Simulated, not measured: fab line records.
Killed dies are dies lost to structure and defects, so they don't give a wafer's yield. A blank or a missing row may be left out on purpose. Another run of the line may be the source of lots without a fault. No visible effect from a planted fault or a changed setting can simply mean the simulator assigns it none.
fab line records	flow sky130
record lots=12	wafers=36	last-day=50
route steps=708 shown CAP2M@620 METAL5@675 PASSIVATION@693 PAD_OPEN@707
lots that met no fault: from a run of the same line without faults
start-h: hours from the record's first day to the start of the lot's first wafer shown	wait-h: hours from the lot's prior step to this one	" repeats the value in the row above	L1.1+2: a single row standing in for several wafers	- no value, or no start given	* or withheld: withheld	< > ~ a bound
route shown NAME@n: names a module that has steps shown in the file, with the first one's number in the route	usual: the fault-free wafers' mean and standard deviation	same: alike in all rows	chamber/n: place in a boat	sites: the reading at each site	_std_site: their standard deviation	_edge_site: mean of outer sites minus mean of inner sites	radius-mm: for every site, how far away it sits from the centre of the wafer	mask NAME#n: copy n	behind: the last tool/chamber to shape the wafer	hold: why the lot went on hold/how many hours it stayed there/how the hold came to an end	device: the transistor (n, p or np) that didn't switch	end of line: the route-end tests of the same wafers	step lacking rows: just its recipe	killed: at the first sort, the dies lost to defects and structure; wafer yield is something else	map: a wafer's dies, x killed, . not, _ none there
set.NAME: the setting as run; set.NAME@STEP: as run at that earlier step	model.NAME: the simulator's own value behind a step, which no gauge read
a sample of lots followed through the steps of the route, with each step as a table and each wafer as a row
services: when a tool's chamber went out of use (start-h, in hours from the record's first day, below 0 if earlier), for how many hours, and the reason
## steps
# step SKY_CAP2M_CLEAN_17
# recipe chemistry=O3/DIW	dry=n2-spin
lot.wafer	tool	chamber	start-h	wait-h
L606.1+2+6	wet-bench-02	2	949.77	0.0
L608.1+4+5	wet-bench-01	0	966.69	0.0
L610.2+5+6	wet-bench-02	1	986.81	0.0
L611.2+3+5	wet-bench-01	1	990.46	0.0
L612.1+2+4	wet-bench-01	3	1001.46	0.0
L613.2+3+5	wet-bench-02	1	1005.26	0.0
L615.3+5+6	wet-bench-02	0	1023.71	0.0
L616.1+2+3	wet-bench-02	0	1032.80	0.0
L620.2+4+5	wet-bench-02	1	1048.88	0.0
L625.1+2+5	wet-bench-03	2	1086.97	0.0
L626.1+2+3	wet-bench-01	0	1099.33	0.0
L628.2+3+6	wet-bench-02	2	1103.93	0.0
# step SKY_METAL5_DESCUM_14
# recipe chemistry=O2	source-power-w=150	bias-power-w=0	pressure-mtorr=10	temp-c=40	time-s=11
# usual drypump-motor-current-A=5.80/0.26	oes-product-au=1.000/0.0092
lot.wafer	tool	chamber	start-h	wait-h	drypump-motor-current-A	oes-product-au	rf-hours-counter-h
L606.1	rie-metal-03	0	1023.26	0.1	5.83	0.998	10
L606.2	"	1	"	"	5.84	0.993	20
L606.6	"	0	"	"	5.90	1.001	-
L608.1	rie-metal-03	0	1038.62	0.1	5.81	1.004	11
L608.4	"	1	"	"	5.82	1.004	-
L608.5	"	0	"	"	5.83	0.995	-
L610.2	rie-metal-03	1	1057.77	0.1	5.82	0.998	22
L610.5	"	1	"	"	5.82	0.997	-
L610.6	"	0	"	"	5.87	1.011	-
L611.2	rie-metal-02	1	1060.31	0.1	5.48	1.006	7
L611.3	"	1	"	"	5.49	1.013	-
L611.5	"	0	"	"	6.21	0.988	-
L612.1	rie-metal-02	0	1071.47	0.1	6.23	0.992	11
L612.2	"	1	"	"	5.50	1.006	8
L612.4	"	1	"	"	5.48	1.018	-
L613.2	rie-metal-01	0	1075.64	0.1	5.46	1.005	-
L613.3	"	0	"	"	5.46	1.006	-
L613.5	"	0	"	"	5.47	1.001	-
L615.3	rie-metal-03	0	1091.49	0.1	5.86	0.996	-
L615.5	"	0	"	"	5.85	1.001	-
L615.6	"	0	"	"	5.82	0.991	-
L616.1	rie-metal-03	0	1100.11	0.1	5.82	0.993	17
L616.2	"	1	"	"	5.82	1.011	0
L616.3	"	0	"	"	5.86	0.997	-
L620.2	rie-metal-03	1	1114.48	0.1	5.81	0.997	1
L620.4	"	0	"	"	5.88	0.993	-
L620.5	"	0	"	"	5.83	0.986	-
L625.1	rie-metal-03	1	1147.33	0.1	5.85	0.986	5
L625.2	"	0	"	"	5.87	0.990	21
L625.5	"	1	"	"	5.91	0.992	-
L626.1	rie-metal-01	1	1159.15	0.1	5.69	0.992	27
L626.2	"	0	"	"	5.47	0.992	27
L626.3	"	1	"	"	5.69	1.001	-
L628.2	rie-metal-02	1	1163.06	0.1	5.49	1.016	15
L628.3	"	1	"	"	5.48	1.017	-
L628.6	"	1	"	"	5.47	1.004	-
# step SKY_PASSIVATION_STRIP_12
# recipe chemistry=O2/N2	power-w=1400	pressure-mtorr=1500	platen-temp-c=withheld	overash-fraction=0.7	o2-flow-sccm=3000	n2-flow-sccm=300
# usual drypump-motor-current-A=5.85/0.2	oes-product-au=0.661/0.0047	strip-time-to-endpoint-s=31.56/0.16
lot.wafer	tool	chamber	start-h	wait-h	drypump-motor-current-A	oes-product-au	rf-hours-counter-h	strip-time-to-endpoint-s
L606.1	plasma-asher-01	0	1047.55	0.1	5.63	0.656	58	31.72
L606.2	"	1	"	"	5.76	0.668	58	31.59
L606.6	"	0	"	"	5.61	0.672	-	31.75
L608.1	plasma-asher-04	1	1061.71	0.1	5.93	0.652	92	31.48
L608.4	"	0	"	"	5.94	0.660	-	31.39
L608.5	"	1	"	"	5.93	0.659	-	31.36
L610.2	plasma-asher-04	0	1080.62	0.1	5.92	0.661	93	31.38
L610.5	"	0	"	"	5.93	0.661	-	31.43
L610.6	"	1	"	"	5.91	0.659	-	31.42
L611.2	plasma-asher-04	1	1082.21	0.1	5.92	0.652	94	31.55
L611.3	"	1	"	"	5.92	0.659	-	31.48
L611.5	"	1	"	"	5.92	0.661	-	31.53
L612.1	plasma-asher-01	0	1092.45	0.1	5.58	0.658	63	31.61
L612.2	"	1	"	"	5.72	0.668	63	31.83
L612.4	"	0	"	"	5.62	0.658	-	31.43
L613.2	plasma-asher-03	1	1096.16	0.1	6.24	0.665	3	31.66
L613.3	"	0	"	"	5.66	0.652	-	31.53
L613.5	"	1	"	"	6.26	0.654	-	31.62
L615.3	plasma-asher-03	1	1112.98	0.1	6.23	0.657	-	31.68
L615.5	"	1	"	"	6.24	0.655	-	31.78
L615.6	"	0	"	"	5.61	0.663	-	31.72
L616.1	plasma-asher-04	0	1120.97	0.1	5.92	0.667	97	31.82
L616.2	"	1	"	"	5.92	0.663	97	31.58
L616.3	"	1	"	"	5.91	0.662	-	31.57
L620.2	plasma-asher-04	1	1134.35	0.1	5.91	0.664	99	31.44
L620.4	"	0	"	"	5.93	0.669	-	31.66
L620.5	"	0	"	"	5.93	0.660	-	31.53
L625.1	plasma-asher-03	0	1166.05	0.1	5.62	0.661	8	31.53
L625.2	"	1	"	"	6.24	0.653	8	31.63
L625.5	"	0	"	"	5.63	0.666	-	31.71
L626.1	plasma-asher-03	0	1176.32	0.1	5.60	0.657	9	31.69
L626.2	"	1	"	"	6.26	0.670	9	31.60
L626.3	"	1	"	"	6.25	0.657	-	31.39
L628.2	plasma-asher-01	1	1180.32	0.1	5.71	0.666	72	31.63
L628.3	"	0	"	"	5.64	0.660	-	31.83
L628.6	"	0	"	"	5.61	0.658	-	31.74
# step SKY_PAD_OPEN_BOW_MEAS_13
# recipe mode=bow
# usual PAD_OPEN_BOW=48/10
lot.wafer	tool	chamber	start-h	wait-h	PAD_OPEN_BOW[um]
L606.1	film-metro-03	-	1071.95	-	54
L606.2	"	-	"	"	36
L606.6	"	-	"	"	33
L608.1	film-metro-03	-	1085.00	-	36
L608.4	"	-	"	"	40
L608.5	"	-	"	"	44
L610.2	film-metro-01	-	1103.09	-	70
L610.5	"	-	"	"	66
L610.6	"	-	"	"	62
L611.2	film-metro-03	-	1103.70	-	39
L611.3	"	-	"	"	40
L611.5	"	-	"	"	33
L612.1	film-metro-01	-	1114.58	-	40
L612.2	"	-	"	"	41
L612.4	"	-	"	"	40
L613.2	film-metro-04	-	1119.00	-	35
L613.3	"	-	"	"	33
L613.5	"	-	"	"	55
L615.3	film-metro-01	-	1134.81	-	62
L615.5	"	-	"	"	60
L615.6	"	-	"	"	63
L616.1	film-metro-01	-	1141.91	-	56
L616.2	"	-	"	"	58
L616.3	"	-	"	"	62
L620.2	film-metro-04	-	1155.23	-	46
L620.4	"	-	"	"	61
L620.5	"	-	"	"	52
L625.1	film-metro-01	-	1183.79	-	50
L625.2	"	-	"	"	53
L625.5	"	-	"	"	54
L626.1	film-metro-01	-	1194.18	-	45
L626.2	"	-	"	"	44
L626.3	"	-	"	"	39
L628.2	film-metro-01	-	1198.47	-	47
L628.3	"	-	"	"	63
L628.6	"	-	"	"	74
# step SKY_PAD_OPEN_PROBE_99
# usual defect-limited-yield=82.5/2.1	killed_at_M0_to_M3=43/7.7	killed_at_M4_up=2.9/1.9	killed-at-contacts=24/5.9	killed-at-front-end=16/5.1	killed-at-other=0.3/0.63	killed-dies=86/10	killed-on-rim=16/3.6	killed-open=47/7.6	killed-short=39/6.8	sort_bin_3_pad_short=0.8/0.44	sort_bin_5_function=10.4/1.6	sort_bin_6_memory=6.3/1.1	sort-n-pass=406/10	sort-yield-pct=82.5/2.1
# same gross-dies=492	killed-at-back-side=0	sort_bin_4_leakage[%]=0	sort_bin_8_speed[%]=0
lot.wafer	tool	chamber	start-h	wait-h	defect-limited-yield[%]	killed_at_M0_to_M3	killed_at_M4_up	killed-at-contacts	killed-at-front-end	killed-at-other	killed-dies	killed-on-rim	killed-open	killed-short	sort_bin_3_pad_short[%]	sort_bin_5_function[%]	sort_bin_6_memory[%]	sort-n-pass	sort-yield-pct[%]
L606.1	prober-01	-	1072.07	0.1	80.3	47	5	27	16	2	97	16	56	41	0.8	11.2	7.7	395	80.3
L606.2	prober-01	-	1072.12	0.1	78.3	47	2	30	27	1	107	19	61	42	0.8	11.8	9.1	385	78.3
L606.6	prober-01	-	1072.32	0.2	79.3	53	2	33	14	0	102	17	57	45	0.8	12.6	7.3	390	79.3
L608.1	prober-02	-	1085.12	0.1	83.9	43	4	19	13	0	79	15	39	40	0.8	9.1	6.1	413	83.9
L608.4	prober-02	-	1085.27	0.2	86.4	39	0	13	15	0	67	10	40	27	0.8	6.9	5.9	425	86.4
L608.5	prober-02	-	1085.32	0.2	82.7	34	2	27	22	0	85	14	41	44	1.2	10.0	6.1	407	82.7
L610.2	prober-02	-	1103.24	0.1	81.7	54	2	22	12	0	90	9	59	31	0.6	12.4	5.3	402	81.7
L610.5	prober-02	-	1103.39	0.2	82.3	50	0	18	16	3	87	20	48	37	0.8	9.8	7.1	405	82.3
L610.6	prober-02	-	1103.44	0.2	81.9	51	3	17	18	0	89	17	50	38	0.4	11.0	6.7	403	81.9
L611.2	prober-01	-	1103.85	0.1	78.5	57	0	30	19	0	106	21	56	49	1.4	10.6	9.6	386	78.5
L611.3	prober-01	-	1103.90	0.2	84.8	42	4	17	12	0	75	14	42	33	0.4	8.9	5.9	417	84.8
L611.5	prober-01	-	1104.00	0.2	83.7	45	1	20	14	0	80	12	46	34	1.2	9.8	5.3	412	83.7
L612.1	prober-02	-	1114.70	0.1	84.1	40	3	28	7	0	78	15	50	28	1.0	10.2	4.7	414	84.1
L612.2	prober-02	-	1114.75	0.1	84.8	28	0	27	20	0	75	12	36	39	0.4	10.0	4.9	417	84.8
L612.4	prober-02	-	1114.85	0.2	84.8	35	3	27	10	0	75	14	33	42	1.4	8.7	5.1	417	84.8
L613.2	prober-01	-	1119.15	0.1	80.7	53	2	22	18	0	95	20	57	38	0.8	11.6	6.9	397	80.7
L613.3	prober-01	-	1119.20	0.2	87.4	41	2	9	10	0	62	10	33	29	0	8.5	4.1	430	87.4
L613.5	prober-01	-	1119.30	0.2	76.0	68	2	35	13	0	118	27	63	55	2.0	14.4	7.5	374	76.0
L615.3	prober-01	-	1134.99	0.2	81.9	46	2	21	20	0	89	15	49	40	0.4	10.6	7.1	403	81.9
L615.5	prober-01	-	1135.09	0.2	83.3	44	4	28	6	0	82	15	45	36	1.0	9.6	6.1	410	83.3
L615.6	prober-01	-	1135.14	0.2	82.1	37	3	33	15	0	88	15	47	40	0	9.8	8.1	404	82.1
L616.1	prober-02	-	1142.03	0.1	75.8	42	2	32	15	28	119	30	53	38	0.8	17.5	5.9	373	75.8
L616.2	prober-02	-	1142.08	0.1	76.0	53	1	19	20	25	118	30	41	51	2.2	14.4	7.3	374	76.0
L616.3	prober-02	-	1142.13	0.2	79.3	43	1	16	10	32	102	23	43	28	2.4	12.2	6.1	390	79.3
L620.2	prober-02	-	1155.38	0.1	73.8	35	0	31	8	55	129	15	38	35	2.8	16.3	7.1	363	73.8
L620.4	prober-02	-	1155.48	0.2	74.4	33	3	26	14	50	126	14	35	41	1.8	17.5	6.3	366	74.4
L620.5	prober-02	-	1155.53	0.2	73.0	49	0	21	15	48	133	15	42	43	3.3	17.1	6.7	359	73.0
L625.1	prober-01	-	1183.91	0.1	83.3	33	3	27	19	0	82	16	46	36	0.8	9.1	6.7	410	83.3
L625.2	prober-01	-	1183.96	0.1	85.2	42	6	11	14	0	73	16	41	32	0	9.1	5.7	419	85.2
L625.5	prober-01	-	1184.11	0.2	83.9	41	4	16	18	0	79	18	46	33	0.4	10.8	4.9	413	83.9
L626.1	prober-02	-	1194.30	0.1	80.7	50	3	21	20	1	95	16	55	40	0.6	12.0	6.7	397	80.7
L626.2	prober-02	-	1194.35	0.1	82.3	47	2	22	16	0	87	14	47	39	1.2	10.8	5.7	405	82.3
L626.3	prober-02	-	1194.40	0.2	83.7	38	2	24	16	0	80	16	35	45	1.0	9.6	5.7	412	83.7
L628.2	prober-01	-	1198.62	0.1	82.5	44	3	24	15	0	86	18	51	32	0.2	10.4	6.9	406	82.5
L628.3	prober-01	-	1198.67	0.2	83.5	56	0	16	9	0	81	8	51	29	0.4	8.9	7.1	411	83.5
L628.6	prober-01	-	1198.82	0.2	81.3	44	1	30	17	0	92	18	48	42	0.8	11.6	6.3	400	81.3
# killed by level:class
L606.1 CONTACT:geometric-particle:open=13 VIA1:geometric-particle:open=11 VIA3:geometric-particle:open=11 VIA2:geometric-particle:open=7 LI_CONTACT:geometric-particle:open=5 LOCAL_INTERCONNECT:geometric-particle:short=5 METAL4:geometric-particle:short=5 FIELD_ISO:geometric-particle:open=4
L606.2 CONTACT:geometric-particle:open=15 VIA1:geometric-particle:open=13 FIELD_ISO:geometric-particle:short=8 LI_CONTACT:geometric-particle:open=6 CONTACT:geometric-particle:short=6 VIA2:geometric-particle:open=6 METAL1:geometric-particle:short=5 VIA3:geometric-particle:short=5
L606.6 VIA1:geometric-particle:open=13 LOCAL_INTERCONNECT:geometric-particle:short=9 VIA3:geometric-particle:open=8 LI_CONTACT:geometric-particle:open=8 CONTACT:geometric-particle:open=8 CONTACT:geometric-particle:short=7 METAL2:geometric-particle:short=7 VIA2:geometric-particle:open=7
L608.1 VIA1:geometric-particle:open=13 LI_CONTACT:geometric-particle:short=6 FIELD_ISO:geometric-particle:open=5 VIA3:geometric-particle:short=5 CONTACT:geometric-particle:open=5 METAL2:geometric-particle:short=5 CONTACT:geometric-particle:short=4 VIA2:geometric-particle:open=4
L608.4 VIA1:geometric-particle:open=8 VIA3:geometric-particle:open=6 LI_CONTACT:geometric-particle:open=6 FIELD_ISO:geometric-particle:open=5 METAL1:geometric-particle:short=5 METAL2:geometric-particle:short=5 VIA2:geometric-particle:open=4 CONTACT:geometric-particle:open=4
L608.5 FIELD_ISO:geometric-particle:open=9 LI_CONTACT:geometric-particle:open=7 CONTACT:geometric-particle:open=7 METAL2:geometric-particle:short=7 LI_CONTACT:geometric-particle:short=6 METAL1:geometric-particle:short=6 VIA3:geometric-particle:open=6 CONTACT:geometric-particle:short=4
L610.2 VIA1:geometric-particle:open=17 CONTACT:geometric-particle:open=12 VIA3:geometric-particle:open=10 LI_CONTACT:geometric-particle:open=6 METAL2:geometric-particle:short=5 VIA2:geometric-particle:open=5 FIELD_ISO:geometric-particle:open=3 METAL1:geometric-particle:short=3
L610.5 VIA3:geometric-particle:open=12 VIA1:geometric-particle:open=10 CONTACT:geometric-particle:short=6 METAL1:geometric-particle:short=6 FIELD_ISO:geometric-particle:short=5 LI_CONTACT:geometric-particle:open=5 CONTACT:geometric-particle:open=5 VIA1:geometric-particle:short=5
L610.6 VIA1:geometric-particle:open=18 VIA2:geometric-particle:open=7 FIELD_ISO:geometric-particle:open=6 LI_CONTACT:geometric-particle:open=6 VIA3:geometric-particle:short=6 VIA1:geometric-particle:short=6 FIELD_ISO:geometric-particle:short=4 CONTACT:geometric-particle:short=4
L611.2 VIA1:geometric-particle:open=17 CONTACT:geometric-particle:open=14 METAL2:geometric-particle:short=8 FIELD_ISO:geometric-particle:short=7 VIA2:geometric-particle:open=7 CONTACT:geometric-particle:short=7 LOCAL_INTERCONNECT:geometric-particle:short=6 POLY_GATE:geometric-particle:open=4
L611.3 VIA2:geometric-particle:open=10 VIA1:geometric-particle:open=9 CONTACT:geometric-particle:open=7 METAL1:geometric-particle:short=7 CONTACT:geometric-particle:short=4 FIELD_ISO:geometric-particle:short=3 LI_CONTACT:geometric-particle:open=3 POLY_GATE:geometric-particle:open=3
L611.5 VIA1:geometric-particle:open=12 METAL1:geometric-particle:short=8 CONTACT:geometric-particle:open=7 FIELD_ISO:geometric-particle:open=6 CONTACT:geometric-particle:short=5 VIA3:geometric-particle:open=5 LI_CONTACT:geometric-particle:open=4 LOCAL_INTERCONNECT:geometric-particle:short=4
L612.1 CONTACT:geometric-particle:open=13 VIA1:geometric-particle:open=11 LI_CONTACT:geometric-particle:open=8 METAL1:geometric-particle:short=6 VIA3:geometric-particle:open=6 CONTACT:geometric-particle:short=4 METAL2:geometric-particle:short=4 POLY_GATE:geometric-particle:open=3
L612.2 CONTACT:geometric-particle:short=10 LI_CONTACT:geometric-particle:open=7 VIA1:geometric-particle:open=6 POLY_GATE:geometric-particle:short=5 METAL1:geometric-particle:short=5 FIELD_ISO:geometric-particle:short=4 VIA1:geometric-particle:short=4 CONTACT:geometric-particle:open=4
L612.4 LOCAL_INTERCONNECT:geometric-particle:short=9 CONTACT:geometric-particle:open=9 VIA1:geometric-particle:open=7 VIA3:geometric-particle:open=5 METAL1:geometric-particle:short=5 VIA3:geometric-particle:short=5 METAL2:geometric-particle:short=4 FIELD_ISO:geometric-particle:open=3
L613.2 VIA3:geometric-particle:open=14 VIA1:geometric-particle:open=10 CONTACT:geometric-particle:open=9 POLY_GATE:geometric-particle:open=8 METAL2:geometric-particle:short=6 METAL1:geometric-particle:short=5 VIA2:geometric-particle:open=5 FIELD_ISO:geometric-particle:open=4
L613.3 VIA3:geometric-particle:open=12 VIA1:geometric-particle:open=10 VIA1:geometric-particle:short=6 POLY_GATE:geometric-particle:short=5 METAL1:geometric-particle:short=4 METAL2:geometric-particle:short=4 LI_CONTACT:geometric-particle:open=3 CONTACT:geometric-particle:open=3
L613.5 VIA1:geometric-particle:open=17 METAL1:geometric-particle:short=12 CONTACT:geometric-particle:open=12 LI_CONTACT:geometric-particle:open=9 VIA3:geometric-particle:open=8 VIA1:geometric-particle:short=8 METAL2:geometric-particle:short=6 METAL2:geometric-particle:open=6
L615.3 VIA1:geometric-particle:open=9 CONTACT:geometric-particle:open=8 METAL2:geometric-particle:short=8 VIA3:geometric-particle:short=7 VIA3:geometric-particle:open=7 POLY_GATE:geometric-particle:open=6 VIA2:geometric-particle:open=5 FIELD_ISO:geometric-particle:open=4
L615.5 VIA1:geometric-particle:open=10 LI_CONTACT:geometric-particle:open=7 VIA3:geometric-particle:open=6 CONTACT:geometric-particle:open=6 CONTACT:geometric-particle:short=6 LOCAL_INTERCONNECT:geometric-particle:short=5 VIA2:geometric-particle:open=5 VIA1:geometric-particle:short=4
L615.6 VIA1:geometric-particle:open=11 CONTACT:geometric-particle:open=11 LOCAL_INTERCONNECT:geometric-particle:short=8 LI_CONTACT:geometric-particle:open=7 METAL2:geometric-particle:short=6 POLY_GATE:geometric-particle:open=5 CONTACT:geometric-particle:short=4 VIA2:geometric-particle:open=4
L616.1 CAP2M:unspecified=28 VIA1:geometric-particle:open=13 CONTACT:geometric-particle:open=9 POLY_GATE:geometric-particle:open=8 CONTACT:geometric-particle:short=8 VIA2:geometric-particle:open=7 METAL2:geometric-particle:short=7 LI_CONTACT:geometric-particle:open=6
L616.2 CAP2M:unspecified=25 VIA1:geometric-particle:open=15 POLY_GATE:geometric-particle:short=6 METAL1:geometric-particle:short=6 CONTACT:geometric-particle:short=6 VIA1:geometric-particle:short=6 METAL2:geometric-particle:short=6 VIA2:geometric-particle:short=5
L616.3 CAP2M:unspecified=31 VIA1:geometric-particle:open=14 CONTACT:geometric-particle:open=10 VIA1:geometric-particle:short=7 VIA3:geometric-particle:open=7 FIELD_ISO:geometric-particle:short=4 METAL2:geometric-particle:short=3 POLY_GATE:geometric-particle:short=3
L620.2 CAP2M:unspecified=55 CONTACT:geometric-particle:open=8 LI_CONTACT:geometric-particle:open=8 VIA1:geometric-particle:open=8 VIA3:geometric-particle:open=6 CONTACT:geometric-particle:short=6 LOCAL_INTERCONNECT:geometric-particle:short=5 LI_CONTACT:geometric-particle:short=4
L620.4 CAP2M:unspecified=50 LI_CONTACT:geometric-particle:open=10 METAL2:geometric-particle:short=7 VIA1:geometric-particle:open=6 CONTACT:geometric-particle:open=6 VIA3:geometric-particle:short=5 FIELD_ISO:geometric-particle:short=4 POLY_GATE:geometric-particle:open=3
L620.5 CAP2M:unspecified=48 CONTACT:geometric-particle:open=8 METAL2:geometric-particle:short=8 VIA1:geometric-particle:open=8 VIA1:geometric-particle:short=6 VIA2:geometric-particle:open=6 CONTACT:geometric-particle:short=5 METAL1:geometric-particle:short=5
L625.1 VIA1:geometric-particle:open=10 CONTACT:geometric-particle:open=9 LI_CONTACT:geometric-particle:open=8 METAL1:geometric-particle:short=6 POLY_GATE:geometric-particle:open=5 CONTACT:geometric-particle:short=5 FIELD_ISO:geometric-particle:open=4 LOCAL_INTERCONNECT:geometric-particle:short=4
L625.2 VIA1:geometric-particle:open=12 FIELD_ISO:geometric-particle:open=6 CONTACT:geometric-particle:open=5 VIA2:geometric-particle:open=5 POLY_GATE:geometric-particle:short=4 METAL1:geometric-particle:short=4 VIA1:geometric-particle:short=4 VIA3:geometric-particle:open=4
L625.5 VIA1:geometric-particle:open=10 CONTACT:geometric-particle:open=7 METAL2:geometric-particle:short=7 VIA2:geometric-particle:open=6 METAL1:geometric-particle:short=6 FIELD_ISO:geometric-particle:short=5 POLY_GATE:geometric-particle:open=4 LI_CONTACT:geometric-particle:open=4
L626.1 VIA1:geometric-particle:open=12 POLY_GATE:geometric-particle:open=8 VIA2:geometric-particle:open=8 METAL2:geometric-particle:short=6 LI_CONTACT:geometric-particle:open=5 VIA3:geometric-particle:open=5 CONTACT:geometric-particle:short=5 POLY_GATE:geometric-particle:short=4
L626.2 VIA1:geometric-particle:open=11 VIA3:geometric-particle:open=6 VIA2:geometric-particle:open=6 LOCAL_INTERCONNECT:geometric-particle:short=5 CONTACT:geometric-particle:open=5 METAL1:geometric-particle:short=5 METAL2:geometric-particle:short=5 FIELD_ISO:geometric-particle:short=4
L626.3 METAL2:geometric-particle:short=10 CONTACT:geometric-particle:open=9 VIA1:geometric-particle:open=8 FIELD_ISO:geometric-particle:short=5 LI_CONTACT:geometric-particle:short=5 FIELD_ISO:geometric-particle:open=4 LI_CONTACT:geometric-particle:open=4 METAL1:geometric-particle:short=4
L628.2 CONTACT:geometric-particle:open=11 VIA1:geometric-particle:open=10 VIA2:geometric-particle:open=7 LI_CONTACT:geometric-particle:open=6 METAL2:geometric-particle:short=6 VIA1:geometric-particle:short=5 VIA2:geometric-particle:short=5 VIA3:geometric-particle:open=5
L628.3 VIA1:geometric-particle:open=16 VIA2:geometric-particle:open=8 METAL2:geometric-particle:short=7 CONTACT:geometric-particle:open=6 VIA3:geometric-particle:open=6 VIA1:geometric-particle:short=5 METAL2:geometric-particle:open=5 METAL3:geometric-particle:short=4
L628.6 CONTACT:geometric-particle:open=10 LI_CONTACT:geometric-particle:open=9 VIA2:geometric-particle:open=9 VIA1:geometric-particle:short=8 FIELD_ISO:geometric-particle:short=7 VIA1:geometric-particle:open=7 VIA2:geometric-particle:short=6 LI_CONTACT:geometric-particle:short=5
## services
tool	chamber	start-h	hours	kind
rie-metal-03	-	950.52	5.0	repair
plasma-asher-01	-	959.48	1.9	repair
rie-metal-01	1	981.71	21.0	repair
wet-bench-03	-	999.42	1.9	pm
plasma-asher-04	-	1002.08	1.7	repair
plasma-asher-04	-	1003.76	15.6	pm
plasma-asher-03	-	1026.14	1.6	repair
plasma-asher-03	-	1027.72	2.8	pm
plasma-asher-03	-	1055.25	9.0	pm
plasma-asher-03	0	1055.25	9.0	vent-cycle
plasma-asher-03	1	1055.25	9.0	vent-cycle
plasma-asher-03	-	1059.56	2.2	repair
plasma-asher-03	0	1064.25	-	clean
plasma-asher-03	1	1064.25	-	clean
wet-bench-01	-	1071.46	1.3	repair
rie-metal-01	1	1073.48	10.3	repair
rie-metal-03	1	1077.51	-	clean
rie-metal-03	1	1077.51	18.6	scheduled-down
rie-metal-03	1	1077.51	18.6	vent-cycle
plasma-asher-03	-	1105.10	1.2	repair
plasma-asher-03	-	1119.48	19.4	repair
rie-metal-01	-	1131.55	15.6	pm
plasma-asher-01	-	1144.01	3.3	repair
rie-metal-02	-	1161.78	1.1	repair
## key
first-sign step=SKY_PAD_OPEN_PROBE_99	reading=killed-at-other	direction=up	sigmas=39	usual=0.3	struck=39.7
effect step=SKY_PAD_OPEN_PROBE_99	reading=sort_bin_5_function	direction=up	sigmas=3.4	usual=10.4	struck=15.8	wafers-moved=5
met-at SKY_CAP2M_CLEAN_17
struck-lots L616,L620
not-acting-at SKY_METAL5_DESCUM_14,SKY_PASSIVATION_STRIP_12,SKY_PAD_OPEN_BOW_MEAS_13
onset-between 1023.71 1032.80
fault kind=chamber-particle-source	tool=wet-bench-02	chamber=-	onset-h=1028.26	steps=SKY_CAP2M_CLEAN_17	rate-per-visit-cm2=0.71159	end-h=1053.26
